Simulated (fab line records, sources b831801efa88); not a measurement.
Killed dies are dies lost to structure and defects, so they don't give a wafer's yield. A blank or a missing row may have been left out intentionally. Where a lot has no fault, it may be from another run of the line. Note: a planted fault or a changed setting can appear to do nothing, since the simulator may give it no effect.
Chamber matching :: flow sky130 :: 4 sister chambers for SKY_VIA4_ETCH_12 on rie diel-01
The step etches SiO2 in C4F8/O2/Ar, stops on TiN, target depth 580 nm. 8 wafers are shown with their chamber, then 8 later ones without.

## WAFERS WITH THEIR CHAMBER
wafer: L357.4
chamber: 1
oes product au (a.u.): 0.933

wafer: L357.5
chamber: 0
oes product au (a.u.): 0.926

wafer: L360.2
chamber: 3
oes product au (a.u.): 0.925

wafer: L360.4
chamber: 1
oes product au (a.u.): 0.930

wafer: L367.3
chamber: 2
oes product au (a.u.): 0.925

wafer: L367.4
chamber: 3
oes product au (a.u.): 0.927

wafer: L367.6
chamber: 0
oes product au (a.u.): 0.923

wafer: L371.1
chamber: 2
oes product au (a.u.): 0.928

## WAFERS MISSING THEIR CHAMBER
wafer: L371.3
oes product au (a.u.): 0.919

wafer: L371.6
oes product au (a.u.): 0.918

wafer: L374.2
oes product au (a.u.): 0.922

wafer: L374.3
oes product au (a.u.): 0.922

wafer: L374.4
oes product au (a.u.): 0.922

wafer: L376.1
oes product au (a.u.): 0.933

wafer: L376.4
oes product au (a.u.): 0.928

wafer: L376.6
oes product au (a.u.): 0.922

## EACH ONE'S CHAMBER
wafer: L371.3
from the rows above: can't be placed: 0 or 3 or 2
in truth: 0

wafer: L371.6
from the rows above: can't be placed: 0 or 3 or 2
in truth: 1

wafer: L374.2
from the rows above: can't be placed: 0 or 3 or 2
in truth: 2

wafer: L374.3
from the rows above: can't be placed: 0 or 3 or 2
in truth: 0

wafer: L374.4
from the rows above: can't be placed: 0 or 3 or 2
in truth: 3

wafer: L376.1
from the rows above: 1
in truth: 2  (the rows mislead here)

wafer: L376.4
from the rows above: can't be placed: 2 or 3 or 0 or 1
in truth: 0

wafer: L376.6
from the rows above: can't be placed: 0 or 3 or 2
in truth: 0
0 of 8 placed correctly. These rows do not allow placing 7 (true chamber among the candidates in 6). 1 placed wrongly.
How it was worked out, from the rows above alone: a wafer's distance from a chamber is the root of the sum, over the readings, of the square of ((its reading less the chamber's mean) divided by the reading's scatter). The wafer belongs to the nearest chamber; if the next one is less than 2 further off, it can't be placed. Each chamber's mean is taken over the wafers shown for it. The scatter is the square root of a quotient: the sum, over the shown wafers, of each reading's squared deviation from its chamber's mean, divided by wafers minus chambers.
